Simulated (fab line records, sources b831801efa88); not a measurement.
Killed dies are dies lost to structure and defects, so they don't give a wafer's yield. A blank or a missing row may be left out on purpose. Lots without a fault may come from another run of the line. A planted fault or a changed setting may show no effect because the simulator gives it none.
A struck lot beside a sound one | flow sky130 | 17 steps out of a route of 708
Sound: wafers L201.1, L201.4, L201.6. Struck: wafers L210.3, L210.5, L210.6. The cause comes at the end.
At each step with rows: each side's tool, then ch and its chambers, then its first start. Under that, the readings that differ: sound wafers | struck wafers | difference of the means | sigmas: that difference in standard deviations of wafers without a fault.
alike: readings whose means differ by less than 2 such deviations, and words and numbers that are the same on both sides. not compared: withheld readings, readings that some wafer has no value for, bounds like >300 that may hide the same value, and numbers for which the record gives no deviation and whose values overlap.
The two part at a step that has a row with sigmas, a row that says differs or no value, or rows on one side only. Numbers that don't overlap but have no deviation are shown without sigmas and don't part them. A reading that every wafer of one side lacks parts them only if that side has two wafers or more.

SKY_LDD_P_OVL_MEAS_08:
  sound on overlay-02, day 20 12:04; struck on overlay-01, day 23 10:01
  alike: LDD_P_OVL
then, 1 step without rows for these wafers: SKY_LDD_P_IMPLANT_09.
SKY_LDD_P_STRIP_10: strips in O2/N2.
  sound on plasma_asher-01 ch 0,1, day 20 12:16; struck on plasma_asher-03 ch 0,1, day 23 10:14
  alike: drypump_motor_current_A, oes_product_au, strip_time_to_endpoint_s
  not compared: rf_hours_counter_h
SKY_LDD_P_TW_MEAS_11:
  sound on film_metro-01, day 20 12:22; struck on film_metro-01, day 23 10:19
  alike: LDD_P_TW
then, 7 steps without rows for these wafers: SKY_LDD_HVN_DEHYDRATE_00 (time 60 s); SKY_LDD_HVN_HMDS_01 (prime time 60 s); SKY_LDD_HVN_COAT_02 (resist thk 300 nm); SKY_LDD_HVN_SOFTBAKE_03 (time 60 s); SKY_LDD_HVN_EXPOSE_04 (exposes mask HVNTM, target cd 700 nm); SKY_LDD_HVN_PEB_05; SKY_LDD_HVN_DEVELOP_06 (develop time 60 s).
SKY_LDD_HVN_OVL_MEAS_07:
  sound on overlay-02, day 21 19:10; struck on overlay-02, day 24 15:34
  alike: LDD_HVN_OVL
SKY_LDD_HVN_IMPLANT_08:
  sound on implanter-01 ch 0, day 21 19:12; struck on implanter-01 ch 0, day 24 15:38
  reading            | sound                         | struck                     | difference | sigmas
  dose_ions_cm2      | 2.996e+13 3.002e+13 3.004e+13 | 4.58e+13 4.58e+13 4.58e+13 | +1.58e+13  | +99 or more
  faraday_current_uA | 167 171 163                   | 259 262 264                | +95        | +28
  alike: beam_on_s, end_station_pressure_torr
SKY_LDD_HVN_STRIP_09: strips in O2/N2.
  sound on plasma_asher-02 ch 0,1, day 21 19:21; struck on plasma_asher-04 ch 0,1, day 24 15:46
  alike: drypump_motor_current_A, oes_product_au, strip_time_to_endpoint_s
  not compared: rf_hours_counter_h
SKY_LDD_HVN_TW_MEAS_10:
  sound on film_metro-01, day 21 19:27; struck on film_metro-01, day 24 15:51
  reading    | sound          | struck         | difference | sigmas
  LDD_HVN_TW | 1423 1425 1426 | 1636 1636 1630 | +209       | +12
then, 1 step without rows for these wafers: SKY_LDD_HVP_DEHYDRATE_00 (time 60 s).
-- the record jumps here: 24 days lie between the struck wafers' starts before and after (it left off in module LDD_HVP and takes up again in module PAD_OPEN, whose first step shown is number 708 of the route) --
SKY_PAD_OPEN_PROBE_99:
  sound on prober-01, day 47 04:25; struck on prober-02, day 49 01:21
  reading                                 | sound                | struck               | difference | sigmas
  model.etest.tip_n_5v.rs_ohm_sq          | 1409 1399 1395       | 991.7 998.2 999.4    | -404.6     |
  model.etest.nfet_g5v0d10v5.r_on_ohm_um  | 1904 1925 1913       | 1769 1750 1754       | -156       |
  model.etest.nfet_g5v0d10v5.drive_ua_um  | 595.6 584 584.3      | 647.1 647.2 644.1    | +58.2      |
  model.etest.nfet_05v0_nvt.drive_ua_um   | 563.4 561.5 556.6    | 600.6 593.2 601      | +37.8      |
  model.etest.res_ndiff_hv.rs_ohm_sq      | 113.6 114.6 113.7    | 112.5 111.7 111.7    | -2.0       |
  model.etest.ring_5v.delay_ps            | 45.02 46.33 45.26    | 43.82 43.36 43.83    | -1.87      |
  model.etest.nfet_g5v0d10v5.vt_sat_v (V) | 0.7793 0.7787 0.7832 | 0.6922 0.699 0.702   | -0.0827    |
  model.etest.nfet_g5v0d10v5.vt_v (V)     | 0.8361 0.8378 0.8412 | 0.7841 0.7938 0.7907 | -0.0488    |
  alike: killed_at_M0_to_M3, killed_at_M4_up, killed_at_contacts, killed_at_front_end, killed_at_other, killed_dies, killed_open, killed_short

WHERE THEY PART
First at SKY_LDD_HVN_IMPLANT_08; last, within this record, at SKY_LDD_HVN_TW_MEAS_10. Later steps at which nothing parts them and some readings are alike: SKY_PAD_OPEN_PROBE_99.

WHY: what the simulator had put in
Process parameter drift: implanter-01, from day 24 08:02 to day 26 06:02, at SKY_LDD_HVN_IMPLANT_08. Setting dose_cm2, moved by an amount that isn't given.
